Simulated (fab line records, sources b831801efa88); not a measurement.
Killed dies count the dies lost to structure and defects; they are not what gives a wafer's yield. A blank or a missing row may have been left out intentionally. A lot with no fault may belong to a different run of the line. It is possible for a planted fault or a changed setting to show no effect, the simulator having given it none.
fab line records ; flow sky130
record lots=13; wafers=39; lastDay=50
route steps=708 shown PWDE@49 VIA1@479 METAL2@486 PAD_OPEN@708
lots that met no fault: from a run of the same line without faults
startH: hours from the record's opening day to when the first of the lot's shown wafers began ; waitH: how many hours have passed since the lot's step before this one ; " same as the row above ; L1.1+2: a row that stands for several wafers ; - no value, or no start was given ; * or withheld: withheld ; < > ~ a bound
route shown NAME@n: a module of which the file shows steps, and the number in the route of the first ; usual: mean and standard deviation over wafers with no fault ; same: alike in all rows ; chamber/n: place in a boat ; sites: per-site readings ; _std_site: standard deviation across them ; _edge_site: outer sites' mean less inner sites' ; radiusMm: how far each site lies from the wafer's centre ; mask NAME#n: copy n ; behind: tool/chamber where the wafer was last shaped ; hold: what put the lot on hold/how long, in hours/how the hold closed ; device: whichever transistor did not switch (one of n, p or np) ; end of line: the same wafers' tests at the end of the route ; a step given without rows: its recipe and nothing more ; killed: count of dies lost to structure and defects at first sort (not the wafer's yield) ; map: per-die view of a wafer (x killed, . not killed, _ where there is no die)
set.NAME: the setting as run; set.NAME@STEP: as run at that earlier step ; model.NAME: the simulator's own value behind a step, which no gauge read
a sample of lots followed through the steps of the route, with each step as a table and each wafer as a row
services: the hour from which a tool's chamber was out of use, counted from the record's first day as startH (under 0 if before that day), plus the number of hours and why
## steps
# step SKY_PWDE_EXPOSE_04
# recipe maskId=PWDEM; na=0.6; sourceShape=conventional; sigmaOuter=0.6; polarization=unpolarized; targetCdNm=840; doseMj=214
lot.wafer;tool;chamber;startH;waitH;mask
L779.1+5+6;ilineStepper-02;0;65.11;-;PWDEM#0
L782.4+5+6;ilineStepper-02;0;83.17;-;PWDEM#0
L784.2+3+6;ilineStepper-01;0;91.79;-;PWDEM#0
L785.1+2+6;ilineStepper-02;0;95.01;-;PWDEM#0
L787.1+4+6;ilineStepper-02;0;115.96;-;PWDEM_R1#0
L789.2+4+6;ilineStepper-01;0;125.05;-;PWDEM#0
L795.1+3+6;ilineStepper-02;0;154.03;-;PWDEM#0
L796.2+3+6;ilineStepper-02;0;156.89;-;PWDEM#0
L797.2+5+6;ilineStepper-01;0;164.47;-;PWDEM#0
L798.2+3+5;ilineStepper-02;0;171.97;-;PWDEM#0
L799.1+2+6;ilineStepper-01;0;179.76;-;PWDEM#0
L800.1+2+4;ilineStepper-02;0;180.60;-;PWDEM#0
L801.2+3+4;ilineStepper-02;0;188.44;-;PWDEM#0
# step SKY_VIA1_CVD_21
# recipe material=W; targetThkNm=270; timeS=80.902; tempC=400; pressureTorr=40
# usual heaterPowerW=797/73
lot.wafer;tool;chamber;startH;waitH;heaterPowerW
L779.1;cvdW-02;1;782.53;0.0;815
L779.5;cvdW-02;1;782.53;0.0;821
L779.6;cvdW-02;0;782.53;0.0;762
L782.4;cvdW-01;0;835.84;0.1;917
L782.5;cvdW-01;1;835.84;0.1;716
L782.6;cvdW-01;0;835.84;0.1;960
L784.2;cvdW-02;1;836.04;0.0;842
L784.3;cvdW-02;0;836.04;0.0;769
L784.6;cvdW-02;1;836.04;0.0;814
L785.1;cvdW-02;1;843.09;0.0;815
L785.2;cvdW-02;0;843.09;0.0;762
L785.6;cvdW-02;1;843.09;0.0;816
L787.1;cvdW-01;0;873.07;0.0;926
L787.4;cvdW-01;0;873.07;0.0;949
L787.6;cvdW-01;1;873.07;0.0;701
L789.2;cvdW-01;1;877.16;0.0;701
L789.4;cvdW-01;1;877.16;0.0;729
L789.6;cvdW-01;0;877.16;0.0;935
L795.1;cvdW-02;1;912.21;0.0;831
L795.3;cvdW-02;0;912.21;0.0;757
L795.6;cvdW-02;0;912.21;0.0;773
L796.2;cvdW-02;1;921.41;0.0;845
L796.3;cvdW-02;0;921.41;0.0;753
L796.6;cvdW-02;0;921.41;0.0;779
L797.2;cvdW-01;1;931.86;0.0;672
L797.5;cvdW-01;0;931.86;0.0;843
L797.6;cvdW-01;1;931.86;0.0;649
L798.2;cvdW-02;0;940.42;0.0;774
L798.3;cvdW-02;1;940.42;0.0;815
L798.5;cvdW-02;0;940.42;0.0;763
L799.1;cvdW-01;0;946.63;0.0;844
L799.2;cvdW-01;1;946.63;0.0;674
L799.6;cvdW-01;0;946.63;0.0;829
L800.1;cvdW-01;0;949.92;0.0;818
L800.2;cvdW-01;1;949.92;0.0;664
L800.4;cvdW-01;0;949.92;0.0;830
L801.2;cvdW-02;1;954.89;0.0;846
L801.3;cvdW-02;0;954.89;0.0;773
L801.4;cvdW-02;1;954.89;0.0;801
# step SKY_VIA1_THK_MEAS_23
# recipe thkMeasGauge=xrf; reads=W_of_VIA1_CVD_21
# usual VIA1_W_THK=272/5.3
lot.wafer;tool;chamber;startH;waitH;VIA1_W_THK[nm]
L779.1;filmMetro-04;-;782.74;0.1;274
L779.5;filmMetro-04;-;782.74;0.1;271
L779.6;filmMetro-04;-;782.74;0.1;270
L782.4;filmMetro-02;-;836.05;0.1;276
L782.5;filmMetro-02;-;836.05;0.1;278
L782.6;filmMetro-02;-;836.05;0.1;273
L784.2;filmMetro-04;-;836.27;0.1;272
L784.3;filmMetro-04;-;836.27;0.1;271
L784.6;filmMetro-04;-;836.27;0.1;274
L785.1;filmMetro-01;-;843.30;0.1;273
L785.2;filmMetro-01;-;843.30;0.1;281
L785.6;filmMetro-01;-;843.30;0.1;284
L787.1;filmMetro-04;-;873.28;0.1;273
L787.4;filmMetro-04;-;873.28;0.1;273
L787.6;filmMetro-04;-;873.28;0.1;275
L789.2;filmMetro-04;-;877.39;0.1;273
L789.4;filmMetro-04;-;877.39;0.1;273
L789.6;filmMetro-04;-;877.39;0.1;268
L795.1;filmMetro-02;-;912.42;0.1;268
L795.3;filmMetro-02;-;912.42;0.1;269
L795.6;filmMetro-02;-;912.42;0.1;267
L796.2;filmMetro-02;-;921.63;0.1;273
L796.3;filmMetro-02;-;921.63;0.1;268
L796.6;filmMetro-02;-;921.63;0.1;269
L797.2;filmMetro-01;-;932.08;0.1;276
L797.5;filmMetro-01;-;932.08;0.1;280
L797.6;filmMetro-01;-;932.08;0.1;281
L798.2;filmMetro-01;-;940.64;0.1;271
L798.3;filmMetro-01;-;940.64;0.1;274
L798.5;filmMetro-01;-;940.64;0.1;269
L799.1;filmMetro-02;-;946.84;0.1;271
L799.2;filmMetro-02;-;946.84;0.1;268
L799.6;filmMetro-02;-;946.84;0.1;271
L800.1;filmMetro-04;-;950.13;0.1;271
L800.2;filmMetro-04;-;950.13;0.1;274
L800.4;filmMetro-04;-;950.13;0.1;278
L801.2;filmMetro-02;-;955.12;0.1;266
L801.3;filmMetro-02;-;955.12;0.1;262
L801.4;filmMetro-02;-;955.12;0.1;260
# step SKY_METAL2_SPUTTER_03
# recipe material=Ti; targetThkNm=5; powerW=3000; timeS=3.3; chamberPressurePa=0.4
# usual throttleValvePct=30.3/0.8
lot.wafer;tool;chamber;startH;waitH;throttleValvePct
L779.1;pvdSputter-02;-;783.17;0.0;31.1
L779.5;pvdSputter-02;-;783.17;0.0;30.0
L779.6;pvdSputter-02;-;783.17;0.0;29.7
L782.4;pvdSputter-03;-;836.45;0.0;29.5
L782.5;pvdSputter-03;-;836.45;0.0;29.6
L782.6;pvdSputter-03;-;836.45;0.0;31.1
L784.2;pvdSputter-01;-;836.75;0.0;30.2
L784.3;pvdSputter-01;-;836.75;0.0;30.7
L784.6;pvdSputter-01;-;836.75;0.0;30.1
L785.1;pvdSputter-01;-;843.73;0.0;29.8
L785.2;pvdSputter-01;-;843.73;0.0;28.8
L785.6;pvdSputter-01;-;843.73;0.0;28.7
L787.1;pvdSputter-03;-;873.71;0.0;29.8
L787.4;pvdSputter-03;-;873.71;0.0;30.5
L787.6;pvdSputter-03;-;873.71;0.0;31.2
L789.2;pvdSputter-01;-;877.81;0.0;30.1
L789.4;pvdSputter-01;-;877.81;0.0;28.7
L789.6;pvdSputter-01;-;877.81;0.0;30.1
L795.1;pvdSputter-02;-;912.85;0.0;31.0
L795.3;pvdSputter-02;-;912.85;0.0;29.5
L795.6;pvdSputter-02;-;912.85;0.0;29.9
L796.2;pvdSputter-03;-;922.05;0.0;30.1
L796.3;pvdSputter-03;-;922.05;0.0;29.6
L796.6;pvdSputter-03;-;922.05;0.0;31.0
L797.2;pvdSputter-03;-;932.51;0.0;29.7
L797.5;pvdSputter-03;-;932.51;0.0;31.6
L797.6;pvdSputter-03;-;932.51;0.0;31.2
L798.2;pvdSputter-03;-;941.07;0.0;31.1
L798.3;pvdSputter-03;-;941.07;0.0;30.2
L798.5;pvdSputter-03;-;941.07;0.0;31.3
L799.1;pvdSputter-03;-;947.28;0.0;29.6
L799.2;pvdSputter-03;-;947.28;0.0;31.1
L799.6;pvdSputter-03;-;947.28;0.0;29.9
L800.1;pvdSputter-02;-;950.56;0.0;30.1
L800.2;pvdSputter-02;-;950.56;0.0;31.1
L800.4;pvdSputter-02;-;950.56;0.0;29.7
L801.2;pvdSputter-01;-;955.54;0.0;28.7
L801.3;pvdSputter-01;-;955.54;0.0;30.1
L801.4;pvdSputter-01;-;955.54;0.0;30.7
# step SKY_PAD_OPEN_PROBE_99
# usual killed_at_M0_to_M3=44/6.6; killed_at_M4_up=3.0/2; killedAtContacts=24/5.1; killedAtFrontEnd=15/4.1; killedAtOther=0.4/0.62; killedDies=86/9.3; killedOpen=46/6.8; killedShort=40/5.8
# same grossDies=492; killedAtBackSide=0
lot.wafer;tool;chamber;startH;waitH;hold;killed_at_M0_to_M3;killed_at_M4_up;killedAtContacts;killedAtFrontEnd;killedAtOther;killedDies;killedOpen;killedShort
L779.1;prober-01;-;1071.33;0.1;-;46;2;29;14;0;91;47;44
L779.5;prober-01;-;1071.53;0.2;-;46;8;24;13;0;91;48;43
L779.6;prober-01;-;1071.58;0.2;-;41;5;24;17;0;87;42;45
L782.4;prober-02;-;1106.61;0.2;-;49;0;27;17;0;93;57;36
L782.5;prober-02;-;1106.66;0.2;-;47;3;32;15;0;97;53;42
L782.6;prober-02;-;1106.71;0.2;-;46;5;28;15;0;94;47;45
L784.2;prober-01;-;1107.83;0.1;-;50;4;20;16;0;90;42;48
L784.3;prober-01;-;1107.88;0.2;-;54;3;24;15;0;96;54;40
L784.6;prober-01;-;1108.03;0.2;-;33;3;30;18;0;84;51;33
L785.1;prober-01;-;1112.93;0.1;-;40;3;26;17;1;87;42;45
L785.2;prober-01;-;1112.98;0.1;-;49;2;16;17;0;84;44;40
L785.6;prober-01;-;1113.18;0.2;-;36;2;23;22;0;83;47;36
L787.1;prober-02;-;1139.28;0.1;awaitDispo/1.3h/release;44;4;18;60;1;127;44;33
L787.4;prober-02;-;1139.43;0.2;awaitDispo/1.3h/release;35;3;23;71;0;132;36;39
L787.6;prober-02;-;1139.53;0.2;awaitDispo/1.3h/release;40;3;25;48;0;116;32;43
L789.2;prober-01;-;1140.12;0.1;-;43;3;14;9;0;69;31;38
L789.4;prober-01;-;1140.22;0.2;-;36;3;25;17;0;81;46;35
L789.6;prober-01;-;1140.32;0.2;-;60;2;21;12;0;95;43;51
L795.1;prober-02;-;1164.68;0.1;-;48;7;23;10;1;89;49;40
L795.3;prober-02;-;1164.78;0.2;-;49;6;29;18;0;102;56;46
L795.6;prober-02;-;1164.93;0.2;-;60;4;17;13;0;94;53;40
L796.2;prober-01;-;1169.43;0.1;-;45;2;22;23;0;92;43;49
L796.3;prober-01;-;1169.48;0.2;-;41;1;26;14;1;83;51;32
L796.6;prober-01;-;1169.63;0.2;-;43;4;21;6;0;74;41;33
L797.2;prober-02;-;1178.91;0.1;-;54;0;30;17;1;102;60;42
L797.5;prober-02;-;1179.06;0.2;-;54;2;23;19;0;98;58;40
L797.6;prober-02;-;1179.11;0.2;-;47;5;25;20;0;97;49;48
L798.2;prober-01;-;1180.98;0.1;-;39;4;17;12;1;73;41;31
L798.3;prober-01;-;1181.03;0.2;-;41;4;28;11;0;84;50;33
L798.5;prober-01;-;1181.13;0.2;-;52;1;22;16;1;92;49;43
L799.1;prober-01;-;1187.44;0.1;-;36;3;21;11;1;72;38;34
L799.2;prober-01;-;1187.49;0.1;-;43;1;22;16;1;83;48;35
L799.6;prober-01;-;1187.69;0.2;-;42;3;20;15;0;80;43;37
L800.1;prober-02;-;1188.01;0.1;-;38;1;24;20;0;83;45;38
L800.2;prober-02;-;1188.06;0.1;-;50;3;27;15;0;95;58;37
L800.4;prober-02;-;1188.16;0.2;-;49;3;18;15;0;85;45;40
L801.2;prober-01;-;1191.80;0.1;-;32;3;25;13;1;74;36;38
L801.3;prober-01;-;1191.85;0.2;-;47;0;26;8;0;81;46;35
L801.4;prober-01;-;1191.90;0.2;-;37;5;23;21;0;86;51;34
# killed by level:class
L779.1 CONTACT:geometricParticle:open=11 VIA1:geometricParticle:open=8 LOCAL_INTERCONNECT:geometricParticle:short=8 METAL1:geometricParticle:short=6 VIA2:geometricParticle:open=6 VIA3:geometricParticle:open=6 METAL3:geometricParticle:short=5 POLY_GATE:geometricParticle:short=4
L779.5 VIA2:geometricParticle:open=9 VIA1:geometricParticle:short=8 VIA1:geometricParticle:open=8 CONTACT:geometricParticle:open=7 METAL1:geometricParticle:short=6 POLY_GATE:geometricParticle:open=5 LI_CONTACT:geometricParticle:short=5 LI_CONTACT:geometricParticle:open=5
L779.6 VIA1:geometricParticle:open=13 LOCAL_INTERCONNECT:geometricParticle:short=8 CONTACT:geometricParticle:open=7 FIELD_ISO:geometricParticle:short=6 VIA2:geometricParticle:open=6 LI_CONTACT:geometricParticle:short=4 POLY_GATE:geometricParticle:open=4 METAL4:geometricParticle:short=4
L782.4 VIA3:geometricParticle:open=14 VIA1:geometricParticle:open=10 LI_CONTACT:geometricParticle:open=8 CONTACT:geometricParticle:open=7 LOCAL_INTERCONNECT:geometricParticle:short=6 FIELD_ISO:geometricParticle:short=5 POLY_GATE:geometricParticle:open=5 VIA2:geometricParticle:open=5
L782.5 VIA1:geometricParticle:open=14 CONTACT:geometricParticle:open=9 LI_CONTACT:geometricParticle:short=6 VIA2:geometricParticle:open=6 POLY_GATE:geometricParticle:short=5 VIA3:geometricParticle:open=5 LI_CONTACT:geometricParticle:open=5 LOCAL_INTERCONNECT:geometricParticle:short=5
L782.6 VIA1:geometricParticle:short=9 LI_CONTACT:geometricParticle:open=9 VIA1:geometricParticle:open=9 METAL1:geometricParticle:short=7 CONTACT:geometricParticle:open=7 VIA2:geometricParticle:open=7 POLY_GATE:geometricParticle:short=5 VIA3:geometricParticle:open=5
L784.2 METAL2:geometricParticle:short=10 VIA2:geometricParticle:open=9 LI_CONTACT:geometricParticle:open=8 METAL1:geometricParticle:short=7 CONTACT:geometricParticle:open=6 VIA1:geometricParticle:open=6 VIA2:geometricParticle:short=6 FIELD_ISO:geometricParticle:open=4
L784.3 CONTACT:geometricParticle:open=13 VIA1:geometricParticle:open=11 VIA2:geometricParticle:open=11 VIA1:geometricParticle:short=6 VIA3:geometricParticle:open=6 CONTACT:geometricParticle:short=5 VIA2:geometricParticle:short=4 FIELD_ISO:geometricParticle:short=3
L784.6 CONTACT:geometricParticle:open=15 VIA1:geometricParticle:open=11 FIELD_ISO:geometricParticle:open=7 CONTACT:geometricParticle:short=7 LI_CONTACT:geometricParticle:open=5 VIA2:geometricParticle:open=5 FIELD_ISO:geometricParticle:short=4 METAL1:geometricParticle:short=4
L785.1 VIA1:geometricParticle:open=10 CONTACT:geometricParticle:short=8 LI_CONTACT:geometricParticle:open=7 VIA3:geometricParticle:open=7 CONTACT:geometricParticle:open=6 POLY_GATE:geometricParticle:short=5 METAL3:geometricParticle:short=5 METAL1:geometricParticle:short=4
L785.2 VIA1:geometricParticle:open=13 METAL2:geometricParticle:short=7 VIA2:geometricParticle:open=6 METAL1:geometricParticle:short=5 POLY_GATE:geometricParticle:open=4 LI_CONTACT:geometricParticle:open=4 CONTACT:geometricParticle:open=4 VIA1:geometricParticle:short=4
L785.6 CONTACT:geometricParticle:open=11 VIA1:geometricParticle:open=8 FIELD_ISO:geometricParticle:short=6 VIA1:geometricParticle:short=6 VIA2:geometricParticle:open=6 POLY_GATE:geometricParticle:open=5 LOCAL_INTERCONNECT:geometricParticle:short=5 VIA3:geometricParticle:open=5
L787.1 PWDE:areaExpose=50 CONTACT:geometricParticle:open=10 VIA2:geometricParticle:open=9 METAL2:geometricParticle:short=7 VIA1:geometricParticle:open=6 POLY_GATE:geometricParticle:short=4 VIA1:geometricParticle:short=4 CONTACT:geometricParticle:short=4
L787.4 PWDE:areaExpose=57 METAL2:geometricParticle:short=9 LI_CONTACT:geometricParticle:open=8 FIELD_ISO:geometricParticle:short=7 CONTACT:geometricParticle:open=6 METAL1:geometricParticle:short=6 VIA1:geometricParticle:open=5 METAL3:geometricParticle:short=4
L787.6 PWDE:areaExpose=41 VIA1:geometricParticle:open=9 VIA1:geometricParticle:short=8 METAL2:geometricParticle:short=7 CONTACT:geometricParticle:short=7 CONTACT:geometricParticle:open=7 LI_CONTACT:geometricParticle:open=5 METAL3:geometricParticle:short=4
L789.2 METAL1:geometricParticle:short=12 VIA1:geometricParticle:open=8 VIA2:geometricParticle:open=6 LOCAL_INTERCONNECT:geometricParticle:short=4 VIA3:geometricParticle:short=4 FIELD_ISO:geometricParticle:short=3 LI_CONTACT:geometricParticle:open=3 CONTACT:geometricParticle:open=3
L789.4 CONTACT:geometricParticle:open=9 VIA3:geometricParticle:open=7 VIA1:geometricParticle:open=7 LOCAL_INTERCONNECT:geometricParticle:short=6 METAL1:geometricParticle:short=6 FIELD_ISO:geometricParticle:open=5 POLY_GATE:geometricParticle:open=5 LI_CONTACT:geometricParticle:open=5
L789.6 VIA1:geometricParticle:open=12 METAL1:geometricParticle:short=11 LOCAL_INTERCONNECT:geometricParticle:short=7 VIA2:geometricParticle:open=7 VIA1:geometricParticle:short=6 METAL3:geometricParticle:short=6 CONTACT:geometricParticle:short=5 CONTACT:geometricParticle:open=5
L795.1 CONTACT:geometricParticle:open=12 VIA3:geometricParticle:open=11 VIA1:geometricParticle:open=7 METAL4:geometricParticle:short=6 VIA3:geometricParticle:short=5 VIA1:geometricParticle:short=5 VIA2:geometricParticle:short=5 VIA2:geometricParticle:open=5
L795.3 CONTACT:geometricParticle:open=14 METAL1:geometricParticle:short=10 VIA1:geometricParticle:open=8 LI_CONTACT:geometricParticle:open=6 VIA2:geometricParticle:open=6 METAL4:geometricParticle:short=6 POLY_GATE:geometricParticle:short=5 CONTACT:geometricParticle:short=5
L795.6 VIA1:geometricParticle:open=18 METAL1:geometricParticle:short=10 VIA2:geometricParticle:open=9 VIA3:geometricParticle:open=6 LOCAL_INTERCONNECT:geometricParticle:short=5 FIELD_ISO:geometricParticle:open=4 POLY_GATE:geometricParticle:open=4 LI_CONTACT:geometricParticle:open=4
L796.2 CONTACT:geometricParticle:open=10 METAL1:geometricParticle:short=7 POLY_GATE:geometricParticle:open=6 VIA1:geometricParticle:open=6 VIA1:geometricParticle:short=6 VIA3:geometricParticle:open=6 FIELD_ISO:geometricParticle:short=5 LOCAL_INTERCONNECT:geometricParticle:short=5
L796.3 CONTACT:geometricParticle:open=11 VIA2:geometricParticle:open=9 CONTACT:geometricParticle:short=6 METAL1:geometricParticle:short=6 VIA3:geometricParticle:open=6 VIA1:geometricParticle:open=6 POLY_GATE:geometricParticle:open=5 FIELD_ISO:geometricParticle:open=4
L796.6 LI_CONTACT:geometricParticle:open=9 CONTACT:geometricParticle:open=7 METAL1:geometricParticle:short=7 VIA1:geometricParticle:open=7 VIA2:geometricParticle:open=7 METAL2:geometricParticle:short=5 METAL4:geometricParticle:short=4 VIA3:geometricParticle:open=4
L797.2 VIA1:geometricParticle:open=15 CONTACT:geometricParticle:open=10 LI_CONTACT:geometricParticle:open=8 VIA3:geometricParticle:open=8 POLY_GATE:geometricParticle:open=6 VIA3:geometricParticle:short=6 POLY_GATE:geometricParticle:short=5 METAL1:geometricParticle:short=5
L797.5 VIA2:geometricParticle:open=11 LI_CONTACT:geometricParticle:open=10 VIA1:geometricParticle:open=9 VIA3:geometricParticle:open=8 CONTACT:geometricParticle:open=7 FIELD_ISO:geometricParticle:open=5 VIA2:geometricParticle:short=5 METAL2:geometricParticle:short=5
L797.6 CONTACT:geometricParticle:open=10 METAL2:geometricParticle:short=9 VIA1:geometricParticle:open=8 METAL1:geometricParticle:short=7 VIA2:geometricParticle:open=7 FIELD_ISO:geometricParticle:open=6 LOCAL_INTERCONNECT:geometricParticle:short=6 FIELD_ISO:geometricParticle:short=5
L798.2 VIA2:geometricParticle:open=12 CONTACT:geometricParticle:open=10 METAL1:geometricParticle:short=6 VIA1:geometricParticle:open=5 VIA3:geometricParticle:open=5 LI_CONTACT:geometricParticle:open=4 POLY_GATE:geometricParticle:short=4 VIA1:geometricParticle:short=4
L798.3 CONTACT:geometricParticle:open=13 VIA2:geometricParticle:open=11 METAL1:geometricParticle:short=7 CONTACT:geometricParticle:short=5 VIA1:geometricParticle:open=5 VIA3:geometricParticle:open=5 LI_CONTACT:geometricParticle:open=4 VIA1:geometricParticle:short=4
L798.5 CONTACT:geometricParticle:open=11 VIA3:geometricParticle:open=9 VIA1:geometricParticle:open=8 METAL1:geometricParticle:short=7 METAL2:geometricParticle:short=7 VIA2:geometricParticle:open=6 FIELD_ISO:geometricParticle:open=4 LOCAL_INTERCONNECT:geometricParticle:short=4
L799.1 VIA1:geometricParticle:open=10 VIA3:geometricParticle:open=8 METAL2:geometricParticle:short=6 LI_CONTACT:geometricParticle:short=5 LI_CONTACT:geometricParticle:open=5 LOCAL_INTERCONNECT:geometricParticle:short=4 CONTACT:geometricParticle:short=4 VIA2:geometricParticle:open=4
L799.2 VIA2:geometricParticle:open=10 POLY_GATE:geometricParticle:open=8 VIA1:geometricParticle:open=8 VIA3:geometricParticle:open=6 LOCAL_INTERCONNECT:geometricParticle:short=6 CONTACT:geometricParticle:open=6 METAL2:geometricParticle:short=6 LI_CONTACT:geometricParticle:open=5
L799.6 VIA1:geometricParticle:open=13 CONTACT:geometricParticle:open=9 METAL1:geometricParticle:short=6 VIA1:geometricParticle:short=6 POLY_GATE:geometricParticle:open=5 VIA2:geometricParticle:open=5 LI_CONTACT:geometricParticle:open=4 LOCAL_INTERCONNECT:geometricParticle:short=4
L800.1 CONTACT:geometricParticle:open=11 VIA1:geometricParticle:open=11 POLY_GATE:geometricParticle:open=6 POLY_GATE:geometricParticle:short=5 LI_CONTACT:geometricParticle:open=5 METAL1:geometricParticle:short=5 METAL2:geometricParticle:short=5 VIA2:geometricParticle:open=4
L800.2 VIA1:geometricParticle:open=15 METAL2:geometricParticle:short=14 CONTACT:geometricParticle:open=11 LI_CONTACT:geometricParticle:open=8 FIELD_ISO:geometricParticle:open=7 VIA1:geometricParticle:short=6 CONTACT:geometricParticle:short=5 VIA2:geometricParticle:open=5
L800.4 VIA1:geometricParticle:open=14 CONTACT:geometricParticle:open=7 METAL1:geometricParticle:short=7 VIA1:geometricParticle:short=7 POLY_GATE:geometricParticle:open=6 METAL3:geometricParticle:short=4 LI_CONTACT:geometricParticle:open=4 VIA3:geometricParticle:open=4
L801.2 CONTACT:geometricParticle:short=10 VIA1:geometricParticle:open=8 VIA2:geometricParticle:open=7 CONTACT:geometricParticle:open=6 VIA3:geometricParticle:open=6 POLY_GATE:geometricParticle:short=4 LI_CONTACT:geometricParticle:short=4 FIELD_ISO:geometricParticle:short=3
L801.3 VIA1:geometricParticle:open=11 CONTACT:geometricParticle:open=10 LI_CONTACT:geometricParticle:open=7 VIA2:geometricParticle:open=7 METAL2:geometricParticle:short=6 VIA3:geometricParticle:short=6 CONTACT:geometricParticle:short=5 METAL1:geometricParticle:short=4
L801.4 CONTACT:geometricParticle:open=9 VIA3:geometricParticle:open=8 POLY_GATE:geometricParticle:short=7 POLY_GATE:geometricParticle:open=7 VIA1:geometricParticle:open=7 VIA2:geometricParticle:open=7 LI_CONTACT:geometricParticle:open=5 LOCAL_INTERCONNECT:geometricParticle:short=4
## services
tool;chamber;startH;hours;kind
ilineStepper-02;-;85.87;1.7;pm
cvdW-02;1;102.87;4.6;repair
pvdSputter-03;-;104.67;3.3;repair
pvdSputter-03;-;115.50;1.9;repair
cvdW-02;-;150.42;2.8;pm
ilineStepper-02;-;213.93;1.6;repair
ilineStepper-02;-;247.70;4.6;repair
ilineStepper-02;-;302.16;2.1;pm
ilineStepper-02;-;304.24;1.7;pm
cvdW-02;-;338.82;6.9;pm
ilineStepper-02;-;372.11;4.4;pm
cvdW-02;-;379.99;14.6;pm
cvdW-02;-;394.59;14.0;pm
cvdW-02;1;399.49;4.6;repair
cvdW-02;-;415.64;1.9;repair
cvdW-02;-;456.86;1.0;repair
ilineStepper-02;-;522.23;1.7;pm
cvdW-02;-;688.78;1.2;repair
ilineStepper-02;-;740.41;1.7;pm
cvdW-02;1;742.08;6.8;repair
ilineStepper-02;-;857.62;6.4;repair
cvdW-02;-;870.64;1.0;repair
cvdW-02;-;901.08;6.0;pm
cvdW-02;-;946.47;1.4;repair
## key
firstSign step=SKY_PWDE_EXPOSE_04; reading=mask; direction=changed
effect step=SKY_PAD_OPEN_PROBE_99; reading=killedAtFrontEnd; direction=up; sigmas=11; usual=15; struck=60
moreKillsBornAt SKY_PWDE_EXPOSE_04@ilineStepper-02=148
metAt SKY_PWDE_EXPOSE_04
struckLots L787
testerLeftOut L787
notActingAt SKY_VIA1_CVD_21,SKY_VIA1_THK_MEAS_23,SKY_METAL2_SPUTTER_03
onsetBetween 95.01 115.96
fault kind=wrongMask; tool=any; chamber=-; onsetH=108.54; steps=SKY_PWDE_EXPOSE_04; auxCopy=PWDEM_R1#0; cdOffsetNm=126; scope=struckLotsOnly
# testerLeftOut: of these lots the tester's yield and bins aren't shown, on N5 and GAA mostly nor the transistor test; their killed dies are dies lost to structure and defects alone, not to doping, threshold or leakage, so they don't give the yield
